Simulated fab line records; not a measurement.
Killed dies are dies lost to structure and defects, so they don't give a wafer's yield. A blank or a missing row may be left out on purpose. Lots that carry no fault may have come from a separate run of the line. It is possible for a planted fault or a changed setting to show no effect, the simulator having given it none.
Split-lot experiment / flow sky130 / 23 wafers read from 5 lots, route of 708 steps

ON THE SPLIT
At SKY_NWELL_IMPLANT_11, the setting dose cm2 was moved away from the recipe's 1.9e+13 on 9 of the 23 wafers read, by +2.7% to +6.6%. This setting was run at the recipe's value on the other wafers.

FROM THE SPLIT TO THE READING: what the file shows between them, 5 steps
- SKY_NWELL_IMPLANT_13 (also split here: energy kev)
- SKY_NWELL_STRIP_14: strips in O2/N2
- SKY_NWELL_TW_MEAS_15
- SKY_NWELL_CLEAN_27: cleans in SC1/SC2, time 150 s (also split here: time s)
- SKY_NWELL_RTA_28: time 30 s

THE READING
Measured at SKY_NWELL_RS_MEAS_29 by four-point probe: NWELL_RS, in ohm/sq. Typical for fault-free wafers on this fab line: 625.7 ohm/sq, with standard deviation 1.4 ohm/sq.

wafer=L074.1; tool, chamber at the split=implanter-04, 0; dose cm2 as run=2.025e+13; against the recipe=+6.6%; NWELL_RS, ohm/sq=603.8; against lot-mates on the recipe=-19.7
wafer=L074.2; tool, chamber at the split=implanter-04, 0; dose cm2 as run=1.9e+13; against the recipe=recipe; NWELL_RS, ohm/sq=623.3; against lot-mates on the recipe=-
wafer=L074.3; tool, chamber at the split=implanter-04, 0; dose cm2 as run=1.9e+13; against the recipe=recipe; NWELL_RS, ohm/sq=623.4; against lot-mates on the recipe=-
wafer=L074.4; tool, chamber at the split=implanter-04, 0; dose cm2 as run=1.9e+13; against the recipe=recipe; NWELL_RS, ohm/sq=623.9; against lot-mates on the recipe=-
wafer=L074.6; tool, chamber at the split=implanter-04, 0; dose cm2 as run=2.025e+13; against the recipe=+6.6%; NWELL_RS, ohm/sq=602.9; against lot-mates on the recipe=-20.6
wafer=L075.1; tool, chamber at the split=implanter-04, 0; dose cm2 as run=1.9e+13; against the recipe=recipe; NWELL_RS, ohm/sq=624.9; against lot-mates on the recipe=-
wafer=L075.2; tool, chamber at the split=implanter-04, 0; dose cm2 as run=1.9e+13; against the recipe=recipe; NWELL_RS, ohm/sq=625.3; against lot-mates on the recipe=-
wafer=L075.6; tool, chamber at the split=implanter-04, 0; dose cm2 as run=1.9e+13; against the recipe=recipe; NWELL_RS, ohm/sq=624.6; against lot-mates on the recipe=-
wafer=L077.1; tool, chamber at the split=implanter-03, 0; dose cm2 as run=2.012e+13; against the recipe=+5.9%; NWELL_RS, ohm/sq=605.8; against lot-mates on the recipe=-22.3
wafer=L077.2; tool, chamber at the split=implanter-03, 0; dose cm2 as run=1.9e+13; against the recipe=recipe; NWELL_RS, ohm/sq=628.6; against lot-mates on the recipe=-
wafer=L077.4; tool, chamber at the split=implanter-03, 0; dose cm2 as run=2.012e+13; against the recipe=+5.9%; NWELL_RS, ohm/sq=608.1; against lot-mates on the recipe=-20.0
wafer=L077.5; tool, chamber at the split=implanter-03, 0; dose cm2 as run=1.9e+13; against the recipe=recipe; NWELL_RS, ohm/sq=627.9; against lot-mates on the recipe=-
wafer=L077.6; tool, chamber at the split=implanter-03, 0; dose cm2 as run=1.9e+13; against the recipe=recipe; NWELL_RS, ohm/sq=627.9; against lot-mates on the recipe=-
wafer=L079.1; tool, chamber at the split=implanter-01, 0; dose cm2 as run=1.9e+13; against the recipe=recipe; NWELL_RS, ohm/sq=625.7; against lot-mates on the recipe=-
wafer=L079.2; tool, chamber at the split=implanter-01, 0; dose cm2 as run=1.994e+13; against the recipe=+4.9%; NWELL_RS, ohm/sq=611.8; against lot-mates on the recipe=-14.1
wafer=L079.4; tool, chamber at the split=implanter-01, 0; dose cm2 as run=1.9e+13; against the recipe=recipe; NWELL_RS, ohm/sq=625.5; against lot-mates on the recipe=-
wafer=L079.5; tool, chamber at the split=implanter-01, 0; dose cm2 as run=1.994e+13; against the recipe=+4.9%; NWELL_RS, ohm/sq=609.7; against lot-mates on the recipe=-16.2
wafer=L079.6; tool, chamber at the split=implanter-01, 0; dose cm2 as run=1.9e+13; against the recipe=recipe; NWELL_RS, ohm/sq=626.5; against lot-mates on the recipe=-
wafer=L083.1; tool, chamber at the split=implanter-01, 0; dose cm2 as run=1.951e+13; against the recipe=+2.7%; NWELL_RS, ohm/sq=615.4; against lot-mates on the recipe=-9.9
wafer=L083.2; tool, chamber at the split=implanter-01, 0; dose cm2 as run=1.951e+13; against the recipe=+2.7%; NWELL_RS, ohm/sq=614.7; against lot-mates on the recipe=-10.6
wafer=L083.4; tool, chamber at the split=implanter-01, 0; dose cm2 as run=1.9e+13; against the recipe=recipe; NWELL_RS, ohm/sq=625.0; against lot-mates on the recipe=-
wafer=L083.5; tool, chamber at the split=implanter-01, 0; dose cm2 as run=1.951e+13; against the recipe=+2.7%; NWELL_RS, ohm/sq=613.8; against lot-mates on the recipe=-11.5
wafer=L083.6; tool, chamber at the split=implanter-01, 0; dose cm2 as run=1.9e+13; against the recipe=recipe; NWELL_RS, ohm/sq=625.6; against lot-mates on the recipe=-

FIT RESULTS
A straight line over all 23 wafers: NWELL_RS changes by -3.26 ohm/sq for each +1% of dose cm2; r = -0.98; the points scatter about the line by 1.7 ohm/sq.
The same after taking each lot's own level away (the mean of its wafers on the recipe; 23 wafers): -3.28 ohm/sq for each +1%; r = -0.99; scatter 1.2 ohm/sq.
The reading moves by 22 ohm/sq for the largest change in dose cm2, on that fit.
The span of the lots' own levels, 623.53 to 628.13 ohm/sq, comes to 3.3 times the standard deviation stated above.
The two slopes agree, so the slope changes little with the lot-to-lot level.
Check: with one of the wafers moved furthest among these (+6.6%) left out of the fit, the line predicts -22.2 ohm/sq for it against its lot-mates. It came out at -19.7 ohm/sq against them.

THE OTHER SPLITS THESE WAFERS WENT THROUGH
Note: prior to the reading, these wafers also went through further splits. Each is held against what the fit with the lots' levels taken away leaves over:
other split on the same wafers=SKY_FIELD_ISO_COAT_08 resist thk nm; wafers away from the commonest value=10; r with NWELL_RS (lot level and that fit taken away)=-0.12
other split on the same wafers=SKY_NWELL_OXIDATION_01 temp c; wafers away from the commonest value=15; r with NWELL_RS (lot level and that fit taken away)=-0.54
other split on the same wafers=SKY_NWELL_IMPLANT_13 energy kev; wafers away from the commonest value=10; r with NWELL_RS (lot level and that fit taken away)=+0.05
other split on the same wafers=SKY_NWELL_CLEAN_27 time s; wafers away from the commonest value=18; r with NWELL_RS (lot level and that fit taken away)=+0.29

THE WHOLE CHAIN: every reading that the file lists as answering this split, in the file's order
step=SKY_NWELL_TW_MEAS_15; what it does=; reading=NWELL_TW; change (the file's fit)=+6.14 for each +1% of the setting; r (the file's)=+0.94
step=SKY_NWELL_RS_MEAS_29; what it does=measures by four-point-probe; reading=NWELL_RS; change (the file's fit)=-3.3 for each +1% of the setting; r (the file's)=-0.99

FILE'S OWN FIT
NWELL_RS changes by -3.3 ohm/sq for each +1% of dose cm2, r = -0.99.
